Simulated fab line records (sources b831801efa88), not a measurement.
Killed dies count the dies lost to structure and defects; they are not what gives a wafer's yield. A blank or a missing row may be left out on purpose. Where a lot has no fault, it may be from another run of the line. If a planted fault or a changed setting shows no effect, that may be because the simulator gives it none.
A struck lot beside a sound one / flow sky130 / 14 out of 708 route steps
Sound: wafers L905.1, L905.2, L905.4. Wafers L913.1, L913.4, L913.5 were the ones struck. The cause is named last.
For every step that has rows: the tool of each side, followed by ch and its chambers, followed by its first start. Under that, the readings that differ: sound wafers / struck wafers / difference of the means / sigmas: that difference in standard deviations of wafers without a fault.
alike: a reading whose means differ by less than 2 such deviations, as well as words and numbers matching on both sides. not compared: withheld readings; readings where some wafer has no value; bounds like >300 that might hide an equal value; numbers whose values overlap and for which the record gives no deviation.
A row with sigmas, a row that says differs or no value, or rows on one side alone: a step with any of these is where the two part. Numbers that don't overlap but have no deviation are shown without sigmas and don't part them. Lack of a reading on every wafer of one side parts them only where that side has two or more wafers.

SKY_CAPM_METAL_ETCH_13: etches TiN in Cl2/BCl3, stops on SiO2, target depth 220 nm, time 62.9 s.
  sound on rie_metal-04 ch 0,1, day 39 15:17; struck on rie_metal-04 ch 0,1, day 41 19:08
  alike: bias_w, drypump_motor_current_A, oes_product_au, throttle_valve_pct
  not compared: rf_hours_counter_h
SKY_CAPM_STRIP_14: strips in O2/N2.
  sound on plasma_asher-03 ch 0,1, day 39 15:22; struck on plasma_asher-03 ch 0,1, day 41 19:13
  alike: drypump_motor_current_A, oes_product_au, strip_time_to_endpoint_s
  not compared: rf_hours_counter_h
then, 10 steps without rows for these wafers: SKY_CAPM_STRIP_15 (strips in post etch residue remover, time 1200 s); SKY_CAPM_CLEAN_16 (cleans in IPA, time 180 s); SKY_CAPM_CLEAN_17 (cleans in O3/DIW); SKY_METAL3_DEHYDRATE_05 (time 60 s); SKY_METAL3_HMDS_06 (prime time 60 s); SKY_METAL3_COAT_07 (resist thk 60 nm); SKY_METAL3_COAT_08 (resist thk 1140 nm); SKY_METAL3_SOFTBAKE_09 (time 90 s); SKY_METAL3_EXPOSE_10 (exposes mask MM3, target cd 300 nm); SKY_METAL3_PEB_11.
SKY_METAL3_DEVELOP_12: develop time 60 s.
  struck on litho_track-03, day 42 19:00; sound on litho_track-03 ch 0, day 40 15:00
  no value came back on the struck wafers for chill_plate_temp_C (C), develop_time_s (s), developer_temp_C (C), resist_line_temp_C (C); on the sound wafers chill_plate_temp_C (C) reads 23.19 22.99 23.14
reading=model.KrF-thick_of_METAL3_COAT_08.thk_nm (nm); sound=1129 1129 1129; struck=1136 1138 1138; difference=+8; sigmas=
SKY_METAL3_CD_MEAS_13 targets a cd of 300 nm.
  struck on cd_sem-02, day 42 19:30; sound on cd_sem-01, day 40 16:03
reading=cd_nm (nm); sound=300.5 299.6 298.9; struck=- - -; difference=no value on the struck wafers; sigmas=

== WHERE THEY PART ==
Earliest at SKY_METAL3_DEVELOP_12; latest, in this record, at SKY_METAL3_CD_MEAS_13.

WHY: what the simulator had put in
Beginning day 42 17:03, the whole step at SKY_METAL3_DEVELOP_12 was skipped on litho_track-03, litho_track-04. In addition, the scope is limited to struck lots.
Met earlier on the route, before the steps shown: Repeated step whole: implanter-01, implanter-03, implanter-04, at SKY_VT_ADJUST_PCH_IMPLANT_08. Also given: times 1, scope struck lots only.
